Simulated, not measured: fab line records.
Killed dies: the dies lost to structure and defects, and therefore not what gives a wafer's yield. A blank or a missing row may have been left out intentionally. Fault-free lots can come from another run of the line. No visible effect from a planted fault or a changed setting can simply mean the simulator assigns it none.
Matching of chambers | flow sky130 | SKY_CONTACT_CMP_27 on cmp-01 has 4 sister chambers
The step polishes, stops on SiO2, t overpolish 15 s, target thk 0 nm. 8 wafers are shown with their chamber, then 12 later ones without.

== WAFERS, EACH WITH ITS CHAMBER ==
wafer  | chamber | motorCurrentA (A) | timeToEndpointS (s)
L090.3 | 1       | 13.2              | 79
L090.5 | 2       | 12.1              | 81
L090.1 | 0       | 10.3              | 77
L090.4 | 2       | 13.0              | 81
L090.6 | 1       | 13.1              | 80
L093.1 | 3       | 10.8              | 79
L093.3 | 0       | 10.5              | 79
L093.6 | 3       | 10.3              | 74

== WAFERS MISSING THEIR CHAMBER ==
wafer  | motorCurrentA (A) | timeToEndpointS (s)
L094.3 | 10.4              | 79
L094.4 | 10.3              | 78
L094.6 | 13.1              | 79
L097.2 | 10.5              | 80
L097.4 | 12.5              | 82
L097.6 | 10.6              | 83
L097.1 | 12.4              | 85
L097.3 | 10.6              | 79
L097.5 | 10.2              | 79
L096.3 | 10.5              | 79
L096.5 | 10.4              | 81
L096.6 | 10.5              | 83

== WHICH CHAMBER EACH WENT THROUGH ==
wafer  | from the rows above     | in truth
L094.3 | can't be placed: 0 or 3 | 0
L094.4 | can't be placed: 0 or 3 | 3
L094.6 | can't be placed: 1 or 2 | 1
L097.2 | can't be placed: 0 or 3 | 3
L097.4 | can't be placed: 2 or 1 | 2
L097.6 | can't be placed: 0 or 3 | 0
L097.1 | can't be placed: 2 or 1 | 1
L097.3 | can't be placed: 0 or 3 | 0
L097.5 | can't be placed: 0 or 3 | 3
L096.3 | can't be placed: 0 or 3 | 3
L096.5 | can't be placed: 0 or 3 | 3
L096.6 | can't be placed: 0 or 3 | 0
0 of 12 placed correctly. Can't be placed from these rows: 12 (the true chamber is among the candidates in 12). Number placed wrongly: 0.
How it was worked out, from the rows above alone: a wafer's distance from a chamber is the root of the sum, over the readings, of the square of ((its reading less the chamber's mean) divided by the reading's scatter). The wafer belongs to the nearest chamber; if the next one is less than 2 further off, it can't be placed. For every chamber, the mean is computed from those of its wafers that are shown. The scatter: take each reading less its chamber's mean, square it, sum over the shown wafers, divide by the number of wafers less the number of chambers, and take the root.
